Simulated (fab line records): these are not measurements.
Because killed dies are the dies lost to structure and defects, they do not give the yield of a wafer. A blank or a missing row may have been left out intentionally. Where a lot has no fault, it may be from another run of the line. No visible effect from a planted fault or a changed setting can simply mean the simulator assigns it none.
Code-filled problem report in 8D (eight disciplines) form :: flow sky130 :: the parts of the form that need people (team, actions taken, sign-off) are left out

## 1. PROBLEM STATEMENT
On 2 wafers of 1 lot, cathode_dc_power_W at SKY_METAL3_SPUTTER_04 has a mean of 5060.6 W; fault-free wafers read 6499.9 W, standard deviation 1.1. So: -99 or more standard deviations from the usual mean.
The step: material TiN, target thk 70 nm, time 58.3 s.
Seen first at day 42 17:44 on pvd_sputter-02, wafer L530.4. The record holds 39 wafers of 13 lots with a number at this step. By rule, "out" or "out of limits" means more than 4 standard deviations away from the usual mean. The other wafers with a number count as sound.

## 2. WHAT IT IS, AND WHAT IT ISN'T
question: which readings at this step
is: cathode_dc_power_W
is not: -

question: which lots
is: L530
is not: L512, L514, L516, L517, L518, L519, L520, L521, L522, L526, L532, L533

question: which wafers of those lots
is: L530.4, L530.5
is not: L530.3

question: read on which tools
is: pvd_sputter-02
is not: pvd_sputter-01, pvd_sputter-04

question: when
is: from day 42 17:44
is not: up to then (31 sound wafers); but 6 sound wafers of L532, L533 came after

## 3. WHAT RULES OUT EACH SUSPECT
Counting: a tool at a process step up to the reading stays a suspect if it ran every lot that is out. Sound lots after the first of them don't rule it out here, since some wafers of a struck lot are sound.
- pvd_sputter-02 at SKY_METAL3_SPUTTER_03 (material Ti, target thk 5 nm, time 3.3 s): kept. L530, the lot that is out, went through it at day 42 17:43; up to then, the latest sound lot through it was L521 at day 40 06:17.
- pvd_sputter-02 at SKY_METAL3_SPUTTER_04 (material TiN, target thk 70 nm, time 58.3 s): kept. L530, the lot that is out, went through it at day 42 17:44; up to then, the latest sound lot through it was L521 at day 40 06:18. On those wafers its own readings are out: cathode_dc_power_W.
What counting leaves: pvd_sputter-02 at SKY_METAL3_SPUTTER_03 and pvd_sputter-02 at SKY_METAL3_SPUTTER_04.

## 4. THE CAUSE (what the simulator had put in)
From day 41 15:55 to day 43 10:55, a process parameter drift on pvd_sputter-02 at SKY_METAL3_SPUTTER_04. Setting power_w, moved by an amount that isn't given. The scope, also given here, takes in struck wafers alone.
2 suspects survive the count, and this tool is in that group.

## 5. SEQUENCE OF EFFECTS, ordered by route
Each row: a reading whose mean over the struck wafers that have a number lies more than 3 standard deviations from the usual. Only readings whose record carries a usual standard deviation are examined. hours: median over the lots of the time between each lot's start at the first step of this table that gives one and its start at this step. sigmas: the change, counted in usual standard deviations.
hours: 0
step: SKY_METAL3_SPUTTER_04
reading: cathode_dc_power_W
usual: 6499.9 W
on struck wafers: 5060.6
change: -1439.3
sigmas: -99 or more
Process steps it contains:
- SKY_METAL3_SPUTTER_04: material TiN, target thk 70 nm, time 58.3 s.
At these later measuring or inspecting steps, every struck wafer for which the step has a row has a number for every such reading, and none has moved that far: SKY_CAPM_RS_MEAS_03.

## 6. WHAT WOULD HAVE CAUGHT IT SOONER
In this record no reading fell out of limits until day 42 17:44, 26 hours after the fault had begun at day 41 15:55.
